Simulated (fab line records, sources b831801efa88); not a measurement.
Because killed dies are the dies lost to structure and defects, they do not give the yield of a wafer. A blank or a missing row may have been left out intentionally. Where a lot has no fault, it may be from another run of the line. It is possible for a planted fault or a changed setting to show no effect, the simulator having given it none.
Which of the tools did it? ; flow sky130 ; 39 wafers from 13 lots sampled at 2 of the route's 708 steps

WHAT THE GAUGES SHOWED, per wafer
SKY_SONOS_TUNNEL_TW_MEAS_12. Usual: SONOS_TUNNEL_TW typically reads 197.1, with standard deviation 1.3.
lot;measured;on;SONOS_TUNNEL_TW;flag
L175;day 11 07:08;film_metro-02;197.5 196.2 196.5;
L176;day 11 19:26;film_metro-01;198.0 197.7 198.4;
L178;day 12 11:53;film_metro-01;197.1 197.9 196.6;
L180;day 13 05:11;film_metro-03;197.2 197.3 196.8;
L179;day 13 07:37;film_metro-01;198.1 199.0 198.5;
L181;day 14 04:35;film_metro-01;198.6 197.8 198.5;
L182;day 14 06:02;film_metro-01;197.8 198.1 199.0;
L183;day 14 18:04;film_metro-02;196.9 197.2 197.1;
L184;day 14 22:56;film_metro-03;197.8 196.6 197.5;
L185;day 15 14:15;film_metro-01;197.8 198.1 196.4;
L187;day 15 16:41;film_metro-01;197.7 197.8 198.4;
L190;day 16 08:41;film_metro-02;195.8 194.4 195.5;
L193;day 17 10:32;film_metro-01;200.0 198.6 199.5;

SKY_POLY_GATE_CD_MEAS_13: the cd target is 150 nm. Usual: cd_nm reads 149.7 nm (standard deviation 1.2).
lot;measured;on;cd_nm (nm);flag
L175;day 16 05:34;cd_sem-01;149.2 147.9 149.3;
L176;day 16 20:07;cd_sem-02;147.6 148.8 149.2;
L178;day 17 14:56;cd_sem-01;149.8 149.0 150.2;
L180;day 18 05:37;cd_sem-02;148.1 147.8 148.8;
L179;day 18 18:42;cd_sem-02;150.1 151.3 151.3;
L181;day 19 12:35;cd_sem-01;151.1 151.1 152.1;
L182;day 19 16:52;cd_sem-02;150.0 148.6 149.3;
L183;day 20 07:37;cd_sem-01;150.8 149.1 147.8;
L184;day 20 11:59;cd_sem-01;148.5 148.1 149.0;
L185;day 21 05:15;cd_sem-02;147.7 149.9 149.3;
L187;day 21 09:46;cd_sem-01;148.0 148.5 148.4;
L190;day 21 21:25;cd_sem-01;148.5 148.5 149.9;
L193;day 23 02:55;cd_sem-01;150.1 149.7 151.1;

TOOL THAT RAN EACH LOT (tool first, then ch and the chambers of the sampled wafers, then the start)
Before these readings, the record contains no process step.

AS READ BY THE TOOLS THEMSELVES (means over the sampled wafers that have a number; for cases with no such wafer, the mark the record gives instead)
The record holds no such reading with a usual standard deviation.

THE ANSWER, worked out from the rows above alone
Rule: a lot is off if the mean of its wafers that have a number lies more than 3 standard deviations from the usual mean. A lot without any number at a reading at which 4 lots or more have one is off too. All remaining lots with rows at the step are treated as sound. The gauges are gone through in route order, then the tools' own readings, and for those a lot's mean is taken as printed above. The first step at which some lot is off is used, and at that step the reading that is off furthest; a lot without a number counts as furthest.
Nothing can be told from this: no lot is off at any reading shown.

WHAT THE SIMULATOR HAD INSERTED
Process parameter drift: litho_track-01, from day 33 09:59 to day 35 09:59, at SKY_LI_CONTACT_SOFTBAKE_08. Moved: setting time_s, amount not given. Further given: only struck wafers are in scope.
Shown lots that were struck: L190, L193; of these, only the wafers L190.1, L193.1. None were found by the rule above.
